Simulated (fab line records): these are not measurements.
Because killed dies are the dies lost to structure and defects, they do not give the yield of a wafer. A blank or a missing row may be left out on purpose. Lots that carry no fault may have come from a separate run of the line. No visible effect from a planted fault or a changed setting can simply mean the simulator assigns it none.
Comparing a struck lot with a sound one | flow gf180mcu | 16 steps out of a route of 602
Sound: the wafers L740.3, L740.4, L740.6. Struck: wafer L752.2 (L752.5, L752.6, from the same lot, were not struck and are left out); the cause is given at the end.
For every step that has rows: the tool of each side, followed by ch and its chambers, followed by its first start. Under that, the readings that differ: sound wafers | struck wafers | difference of the means | sigmas: that difference in standard deviations of wafers without a fault.
alike: same words and numbers on both sides, and readings whose means sit less than 2 such deviations apart. not compared: any withheld reading, any reading some wafer has no value for, any bound like >300 that may hide the same value, and any number with overlapping values for which the record gives no deviation.
A row with sigmas, a row that says differs or no value, or rows on one side alone: a step with any of these is where the two part. Numbers that have no deviation but don't overlap get no sigmas and don't part them. A reading missing from all wafers of one side parts the sides only when that side holds two or more wafers.

first, 1 step without rows for these wafers: GF_STI_DEVELOP_11 (develop time 58.55 s).
GF_STI_CD_MEAS_12: the cd target is 220 nm.
  sound on cd sem-02, day 3 09:33; struck on cd sem-02, day 5 21:09
  alike: cd nm
GF_STI_ETCH_13: etches the open film in CHF3/O2, stops on Si, target depth 282.31 nm, time 112.9 s.
  sound on rie diel-01 ch 1,2, day 3 09:38; struck on rie diel-04 ch 2, day 5 21:15
  alike: drypump motor current A, oes product au, throttle valve pct
  not compared: rf hours counter h
GF_STI_ETCH_14: etches Si in HBr/Cl2/O2, target depth 360 nm, time 102.9 s.
  sound on rie si-01 ch 0,1,3, day 3 09:43; struck on rie si-01 ch 2, day 5 21:19
  alike: drypump motor current A, oes product au, throttle valve pct
  not compared: rf hours counter h
GF_STI_STRIP_15: strips in O2/N2.
  sound on plasma asher-02 ch 0,1, day 3 09:49; struck on plasma asher-01 ch 1, day 5 21:24
  reading                     | sound       | struck | difference                   | sigmas
  drypump motor current A (A) | 6.2 5.9 5.9 | 5.1    | -0.9                         | -2
  rf hours counter h (h)      | - - -       | 31     | no value on the sound wafers |
  alike: heater power w, oes product au, platen temp c, strip time to endpoint s
then, 6 steps without rows for these wafers: GF_STI_CLEAN_16 (cleans in dHF, time 25 s); GF_STI_WET_ETCH_17 (etches Si3N4 in H3PO4, target depth 45 nm, time 514 s); GF_STI_CLEAN_18 (cleans in SC1/SC2, time 150 s); GF_STI_CLEAN_19 (cleans in dHF, time 20 s); GF_STI_WET_ETCH_20 (etches SiO2 in dHF, target depth 20 nm, time 400 s); GF_STI_OXIDATION_21 (stabilise 600 s, purge 300 s, target thk 15 nm).
GF_STI_THK_MEAS_22:
  sound on film metro-03, day 3 14:16; struck on film metro-03, day 5 23:34
  alike: STI_OXIDATION_01_THK
GF_STI_CVD_23: deposits SiO2, target thk 650 nm, time 108.3 s.
  sound on hdpcvd-02 ch 0,1,2, day 3 14:18; struck on hdpcvd-02 ch 0, day 5 23:37
  reading                              | sound             | struck | difference | sigmas
  model.SiO2_of_STI_CVD_23.thk nm (nm) | 642.2 641.3 641.9 | 602.2  | -39.6      |
GF_STI_THK_MEAS_24:
  sound on film metro-03, day 3 14:23; struck on film metro-03, day 5 23:56
  reading             | sound       | struck | difference | sigmas
  STI_CVD_23_THK (nm) | 642 641 641 | 602    | -39        | -8
  not compared: hold
GF_STI_CMP_25: polishes, stops on Si3N4, t overpolish 31.66 s, target thk 524.6 nm.
  sound on cmp-02 ch 0,1,3, day 3 14:51; struck on cmp-02 ch 1, day 6 16:38
  reading                | sound             | struck                   | difference                   | sigmas
  hold                   | - - -             | await dispo/6.2h/release | no value on the sound wafers |
  time to endpoint s (s) | 124.7 120.9 120.8 | 115.6                    | -6.5                         | -2
  alike: motor current A, platen rpm
GF_PASSIVATION_PROBE_99:
  the record holds rows for the sound wafers here (prober-01, day 31 04:12) but none for the struck ones

## WHERE THEY PART
Last at GF_PASSIVATION_PROBE_99 as far as this record goes, first at GF_STI_STRIP_15.

WHY: the cause the simulator had injected
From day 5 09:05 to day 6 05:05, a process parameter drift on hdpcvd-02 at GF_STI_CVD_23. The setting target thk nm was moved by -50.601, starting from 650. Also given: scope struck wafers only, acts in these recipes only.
